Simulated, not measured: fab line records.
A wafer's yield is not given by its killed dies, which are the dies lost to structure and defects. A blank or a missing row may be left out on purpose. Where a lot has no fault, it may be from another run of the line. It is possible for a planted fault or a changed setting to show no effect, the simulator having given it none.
Code-filled problem report in 8D (eight disciplines) form || flow gf180mcu || the parts of the form that need people (team, actions taken, sign-off) are left out

== 1. THE PROBLEM ==
Mean of heater power total W at GF_V5_SOFTBAKE_10: 96.78 W across 6 wafers in 2 lots; on wafers with no fault it is 93.05 W (standard deviation 0.056). Measured from the usual mean, that is +67 standard deviations.
The step: time 60 s.
First seen on wafer L141.1, day 32 05:00, on litho track-02. The record holds 18 wafers of 6 lots with a number at this step. The rule behind "out" and "out of limits": a value lying over 4 standard deviations away from the usual mean. The rest of the wafers with a number are treated as sound.

== 2. WHAT THIS IS AND IS NOT ==
{"question": "which readings at this step", "is": "heater power total W, run length s", "is not": "resist line temp C"}
{"question": "which lots", "is": "L140, L141", "is not": "L128, L131, L142, L143"}
{"question": "which wafers of those lots", "is": "all that have a number", "is not": "-"}
{"question": "read on which tools", "is": "litho track-02", "is not": "litho track-01, litho track-03"}
{"question": "when", "is": "from day 32 05:00", "is not": "up to then (6 sound wafers); but 6 sound wafers of L142, L143 came after"}

== 3. WHAT RULES OUT EACH SUSPECT ==
Counting: a tool stays on the suspect list if, at a process step up to the reading, it processed all lots that are out and no sound lot following the first of them.
- pecvd-02 at GF_V5_CVD_02 (deposits SiO2 from TEOS, target thk 1450 nm, time 163.28 s): ruled out as a lasting fault. Sound lots L143 ran on it after its first lot that is out, L141 (day 31 21:16).
- litho track-02 at GF_V5_SOFTBAKE_10 (time 60 s): kept. All lots that are out passed through it, beginning with L141 at day 32 05:00, and no sound lot followed; its final sound lot before that point was L128 at day 29 06:00. On those wafers its own readings are out: heater power total W, run length s.
Remaining after the count: litho track-02 at GF_V5_SOFTBAKE_10.

== 4. THE CAUSE (what the simulator had put in) ==
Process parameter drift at GF_V5_SOFTBAKE_10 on litho track-02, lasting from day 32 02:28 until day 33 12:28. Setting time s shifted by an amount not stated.
After counting, this tool was the only one left.

== 5. THE CHAIN OF EFFECTS, in route order ==
Each row: a reading whose mean over the struck wafers that have a number lies more than 3 standard deviations from the usual. Only readings whose record carries a usual standard deviation are examined. hours: median over the lots of the time between each lot's start at the first step of this table that gives one and its start at this step. sigmas: the change, counted in usual standard deviations.
{"hours": 0, "step": "GF_V5_SOFTBAKE_10", "reading": "heater power total W", "usual": "93.05 W", "on struck wafers": 96.78, "change": "+3.73", "sigmas": "+67"}
{"hours": 0, "step": "GF_V5_SOFTBAKE_10", "reading": "run length s", "usual": "89.06 s", "on struck wafers": 82.35, "change": -6.71, "sigmas": -56}
Its process steps:
- GF_V5_SOFTBAKE_10: time 60 s.

== 6. WHAT WOULD HAVE CAUGHT IT SOONER ==
In this record no reading fell out of limits until day 32 05:00, 3 hours after the fault had begun at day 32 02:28.
